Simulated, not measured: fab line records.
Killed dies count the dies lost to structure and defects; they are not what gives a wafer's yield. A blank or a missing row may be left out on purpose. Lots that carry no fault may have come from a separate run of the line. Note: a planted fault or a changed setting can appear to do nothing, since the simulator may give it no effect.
Problem report, 8D (eight disciplines) form, completed by code + flow gf180mcu + the parts of the form that need people (team, actions taken, sign-off) are left out

== 1. THE ISSUE ==
Wafers free of any fault read -0.1 nm (standard deviation 1.3) for VT_IMPLANT_03_OVL at GF_VT_IMPLANT_OVL_MEAS_40, against a mean of 150.0 nm on 6 wafers of 2 lots. That is +99 or more standard deviations from the usual mean.
Seen first at day 11 02:23 on overlay-01, wafer L205.1. The record holds 42 wafers of 14 lots with a number at this step. Rule for "out" (also "out of limits"): further than 4 standard deviations from the usual mean. The rest of the wafers with a number are treated as sound.

== 2. WHAT IT IS AND WHAT IT IS NOT ==
| question                    | is                     | is not                                                                                 |
|-----------------------------|------------------------|----------------------------------------------------------------------------------------|
| which readings at this step | VT_IMPLANT_03_OVL      | -                                                                                      |
| which lots                  | L205, L208             | L192, L193, L194, L195, L196, L197, L198, L200, L210, L211, L213, L214                 |
| which wafers of those lots  | all that have a number | -                                                                                      |
| read on which gauges        | overlay-01             | overlay-02                                                                             |
| when                        | from day 11 02:23      | up to then (24 sound wafers); but 12 sound wafers of L210, L211, L213, L214 came after |

== 3. WHAT RULES OUT EACH SUSPECT ==
Counting: a tool at any process step up to the reading remains a suspect when it ran all the lots that are out and ran no sound lot after the first of those.
- the gauge at GF_VT_IMPLANT_OVL_MEAS_40: kept. All the wafers that are out were read on overlay-01, and no step on other tools shows them out.
- iline-stepper-02 at GF_VT_IMPLANT_EXPOSE_37 (exposes mask Nwell HV AREA, target cd 860 nm): kept. It ran every lot that is out, first L205 (day 10 17:07), and no sound lot after that; its last sound lot up to then is L200 (day 9 06:48).
The count leaves overlay-01 at GF_VT_IMPLANT_OVL_MEAS_40 and iline-stepper-02 at GF_VT_IMPLANT_EXPOSE_37.

== 4. THE CAUSE (what the simulator had put in) ==
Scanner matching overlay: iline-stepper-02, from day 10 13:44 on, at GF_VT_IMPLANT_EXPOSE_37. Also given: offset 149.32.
This tool is one of the 2 suspects left after counting.

== 5. SEQUENCE OF EFFECTS, ordered by route ==
Rows list readings where the struck wafers' mean (over those with a number) sits beyond 3 standard deviations from the usual. Scope: only readings with a usual standard deviation given in the record; hours: median across lots of the time from each lot's start at the first step in this table that gives one to its start at this step; sigmas: change in usual standard deviations.
| hours | step                      | reading           | usual   | on struck wafers | change | sigmas      |
|-------|---------------------------|-------------------|---------|------------------|--------|-------------|
| 0     | GF_VT_IMPLANT_OVL_MEAS_40 | VT_IMPLANT_03_OVL | -0.1 nm | 150.0            | +150.1 | +99 or more |
Later measuring or inspecting steps at which every struck wafer that the step has a row for has a number for every such reading, and none has moved that far: GF_M3_THK_MEAS_06.

== 6. HOW IT WOULD HAVE BEEN CAUGHT EARLIER ==
13 hours passed between the start of the fault at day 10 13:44 and the first reading out of limits at a measuring or inspecting step in this record, taken at day 11 02:23.
Of the lots that are out (2), L208 began GF_VT_IMPLANT_EXPOSE_37 on iline-stepper-02 after day 11 02:23. Had the tool been put on hold then, it would have been spared.
